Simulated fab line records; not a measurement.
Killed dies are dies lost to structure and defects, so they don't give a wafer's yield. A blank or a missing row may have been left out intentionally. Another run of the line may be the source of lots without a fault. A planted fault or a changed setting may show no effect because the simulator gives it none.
Matching of chambers + flow sky130 + SKY_CONTACT_ETCH_17 on rie diel-02: 4 sister chambers
The step etches SiO2 in C4F8/O2/Ar, stops on Si3N4, target depth 340 nm. 8 wafers are shown with their chamber, then 7 later ones without.

EACH WAFER AND ITS CHAMBER
| wafer  | chamber | oes product au (a.u.) |
|--------|---------|-----------------------|
| L558.2 | 2       | 0.896                 |
| L558.3 | 1       | 0.892                 |
| L558.4 | 0       | 0.896                 |
| L565.2 | 3       | 0.893                 |
| L565.3 | 0       | 0.897                 |
| L565.5 | 1       | 0.895                 |
| L571.3 | 2       | 0.892                 |
| L571.4 | 3       | 0.888                 |

WAFERS WITH NO CHAMBER GIVEN
| wafer  | oes product au (a.u.) |
|--------|-----------------------|
| L571.5 | 0.896                 |
| L573.1 | 0.890                 |
| L573.2 | 0.892                 |
| L573.4 | 0.888                 |
| L574.1 | 0.891                 |
| L574.2 | 0.887                 |
| L574.3 | 0.884                 |

WHICH CHAMBER EACH WENT THROUGH
| wafer  | from the rows above               | in truth |
|--------|-----------------------------------|----------|
| L571.5 | can't be placed: 0 or 2 or 1 or 3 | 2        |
| L573.1 | can't be placed: 3 or 1 or 2      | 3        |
| L573.2 | can't be placed: 1 or 3 or 2 or 0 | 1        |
| L573.4 | can't be placed: 3 or 1 or 2      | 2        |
| L574.1 | can't be placed: 3 or 1 or 2 or 0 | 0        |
| L574.2 | can't be placed: 3 or 1 or 2      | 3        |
| L574.3 | can't be placed: 3 or 1 or 2      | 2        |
0 of 7 placed correctly. Cannot be placed on the basis of these rows: 7; the candidates contain the true chamber in 7. Placed wrongly: 0.
How it was worked out, from the rows above alone: a wafer's distance from a chamber is the root of the sum, over the readings, of the square of ((its reading less the chamber's mean) divided by the reading's scatter). If the next closest chamber is less than 2 further off than the closest, the wafer can't be placed; otherwise it belongs to the closest. For every chamber, the mean is computed from those of its wafers that are shown. The scatter: take each reading less its chamber's mean, square it, sum over the shown wafers, divide by the number of wafers less the number of chambers, and take the root.
